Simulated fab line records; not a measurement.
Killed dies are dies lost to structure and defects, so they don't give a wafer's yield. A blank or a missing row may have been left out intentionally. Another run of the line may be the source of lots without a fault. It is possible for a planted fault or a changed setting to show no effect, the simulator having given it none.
Which tool is to blame? :: flow sky130 :: 36 wafers from 12 lots sampled at 4 of the route's 708 steps

== WHAT THE GAUGES SHOWED, per wafer ==
SKY_VT_ADJUST_HVTP_OVL_MEAS_08.
lot: L742
measured: day 6 04:59
on: overlay-02
VT_ADJUST_HVTP_OVL (nm): 1.0 1.8 1.4

lot: L743
measured: day 6 10:50
on: overlay-01
VT_ADJUST_HVTP_OVL (nm): -0.4 -1.1 -0.8

lot: L744
measured: day 6 14:40
on: overlay-02
VT_ADJUST_HVTP_OVL (nm): 0.6 1.9 0.3

lot: L745
measured: day 6 22:35
on: overlay-02
VT_ADJUST_HVTP_OVL (nm): -4.2 -2.8 -3.7

lot: L746
measured: day 7 04:58
on: overlay-01
VT_ADJUST_HVTP_OVL (nm): -0.6 -1.2 -0.6

lot: L747
measured: day 7 09:38
on: overlay-01
VT_ADJUST_HVTP_OVL (nm): -2.5 -2.3 -1.5

lot: L748
measured: day 7 15:27
on: overlay-01
VT_ADJUST_HVTP_OVL (nm): -2.4 -0.1 -1.2

lot: L750
measured: day 8 03:37
on: overlay-02
VT_ADJUST_HVTP_OVL (nm): -2.8 -1.9 -3.1

lot: L754
measured: day 9 03:38
on: overlay-01
VT_ADJUST_HVTP_OVL (nm): -0.4 -0.7 -1.3

lot: L756
measured: day 9 22:39
on: overlay-01
VT_ADJUST_HVTP_OVL (nm): 2.1 0.4 1.0

lot: L759
measured: day 10 14:00
on: overlay-02
VT_ADJUST_HVTP_OVL (nm): -0.2 1.1 -0.6

lot: L760
measured: day 10 22:22
on: overlay-02
VT_ADJUST_HVTP_OVL (nm): -0.2 -0.8 1.2

SKY_SONOS_ONO_CD_MEAS_13: the cd target is 410 nm.
lot: L742
measured: day 12 18:59
on: cd sem-01
cd nm (nm): 409.6 408.9 410.0

lot: L743
measured: day 12 23:11
on: cd sem-01
cd nm (nm): 409.7 411.5 409.3

lot: L744
measured: day 13 07:46
on: cd sem-02
cd nm (nm): 405.0 405.8 407.4

lot: L745
measured: day 13 15:43
on: cd sem-01
cd nm (nm): 406.1 407.6 407.5

lot: L746
measured: day 13 23:17
on: cd sem-02
cd nm (nm): 409.0 409.3 408.4

lot: L747
measured: day 14 05:57
on: cd sem-01
cd nm (nm): 408.3 412.2 413.0

lot: L748
measured: day 14 15:15
on: cd sem-02
cd nm (nm): 405.8 408.5 405.3

lot: L750
measured: day 15 03:55
on: cd sem-01
cd nm (nm): 410.7 410.8 410.6

lot: L754
measured: day 16 16:11
on: cd sem-02
cd nm (nm): 409.7 411.1 411.1

lot: L756
measured: day 17 16:37
on: cd sem-02
cd nm (nm): 413.0 412.1 412.9

lot: L759
measured: day 18 18:07
on: cd sem-02
cd nm (nm): 410.6 413.8 410.4

lot: L760
measured: day 18 23:23
on: cd sem-01
cd nm (nm): 409.8 407.7 408.0

SKY_POLY_GATE_THK_MEAS_01.
lot: L742
measured: day 14 03:11
on: film metro-02
POLY_GATE_CVD_00_THK (nm): 178.7 178.5 179.2

lot: L743
measured: day 14 08:41
on: film metro-01
POLY_GATE_CVD_00_THK (nm): 178.3 178.0 179.0

lot: L744
measured: day 14 17:11
on: film metro-02
POLY_GATE_CVD_00_THK (nm): 181.1 179.7 180.7

lot: L745
measured: day 15 00:45
on: film metro-02
POLY_GATE_CVD_00_THK (nm): 179.3 180.1 180.1

lot: L746
measured: day 15 10:09
on: film metro-02
POLY_GATE_CVD_00_THK (nm): 179.2 180.7 179.3

lot: L747
measured: day 15 14:58
on: film metro-01
POLY_GATE_CVD_00_THK (nm): 180.0 181.0 181.4

lot: L748
measured: day 15 23:22
on: film metro-02
POLY_GATE_CVD_00_THK (nm): 177.8 180.8 179.8

lot: L750
measured: day 16 14:46
on: film metro-04
POLY_GATE_CVD_00_THK (nm): 179.4 180.3 180.9

lot: L754
measured: day 18 02:53
on: film metro-01
POLY_GATE_CVD_00_THK (nm): 180.8 179.8 180.3

lot: L756
measured: day 19 05:35
on: film metro-01
POLY_GATE_CVD_00_THK (nm): 181.6 181.8 179.2

lot: L759
measured: day 20 06:32
on: film metro-01
POLY_GATE_CVD_00_THK (nm): 71.4 72.8 72.9

lot: L760
measured: day 20 13:13
on: film metro-02
POLY_GATE_CVD_00_THK (nm): 73.2 72.1 71.3

== EACH LOT AND THE TOOL THAT RAN IT (in order: tool; ch and the chambers of the sampled wafers; start) ==
lot: L742
SKY_POLY_GATE_CVD_00: lpcvd-01 ch 0, day 14 01:59

lot: L743
SKY_POLY_GATE_CVD_00: lpcvd-01 ch 1, day 14 07:28

lot: L744
SKY_POLY_GATE_CVD_00: lpcvd-01 ch 1, day 14 15:58

lot: L745
SKY_POLY_GATE_CVD_00: lpcvd-01 ch 0, day 14 23:33

lot: L746
SKY_POLY_GATE_CVD_00: lpcvd-01 ch 1, day 15 08:55

lot: L747
SKY_POLY_GATE_CVD_00: lpcvd-01 ch 0, day 15 13:46

lot: L748
SKY_POLY_GATE_CVD_00: lpcvd-01 ch 1, day 15 22:10

lot: L750
SKY_POLY_GATE_CVD_00: lpcvd-01 ch 0, day 16 13:34

lot: L754
SKY_POLY_GATE_CVD_00: lpcvd-01 ch 0, day 18 01:41

lot: L756
SKY_POLY_GATE_CVD_00: lpcvd-01 ch 0, day 19 04:23

lot: L759
SKY_POLY_GATE_CVD_00: lpcvd-01 ch 0, day 20 05:20

lot: L760
SKY_POLY_GATE_CVD_00: lpcvd-01 ch 0, day 20 11:59
- SKY_POLY_GATE_CVD_00: deposits poly-Si, target thk 180 nm, time 720 s.

== AS READ BY THE TOOLS THEMSELVES (means over the sampled wafers that have a number; for cases with no such wafer, the mark the record gives instead) ==
The record holds no such reading with a usual standard deviation.

== THE ANSWER, worked out from the rows above alone ==
Rule: the lots themselves supply what counts as usual. The widest of any qualifying gaps counts: lots, ordered by their means at a reading, are off when they make up no more than a third of the lots, leave a main group of 4 or more, and stand apart from it by 3 or more times the standard deviation of that group's means. A main group is skipped when, at the precision printed for the reading in the tables above, its means are all equal. Also off: a lot with no number at a reading for which 4 or more lots have one. Any other lot the step has rows for is counted as sound. First the gauges in route order, then the tools' own readings, where a lot's mean is used as printed above. At the first step where some lot is off, the reading lying furthest off is the one used; lots without a number count as furthest.
Off: at SKY_POLY_GATE_THK_MEAS_01 (POLY_GATE_CVD_00_THK), L759, L760. The main group: mean 179.9 nm, standard deviation 0.77.
A tool fits if, at a process step before that reading, it ran every lot that is off, and no sound lot after the first of them. Gauges at SKY_POLY_GATE_THK_MEAS_01: tried the same way as those tools. One fits: SKY_POLY_GATE_CVD_00 on lpcvd-01. A fault onset in the window from L756 (day 19 04:23, its last sound lot) to L759 (day 20 05:20, its first lot off) fits.

== WHAT HAD BEEN PUT IN BY THE SIMULATOR ==
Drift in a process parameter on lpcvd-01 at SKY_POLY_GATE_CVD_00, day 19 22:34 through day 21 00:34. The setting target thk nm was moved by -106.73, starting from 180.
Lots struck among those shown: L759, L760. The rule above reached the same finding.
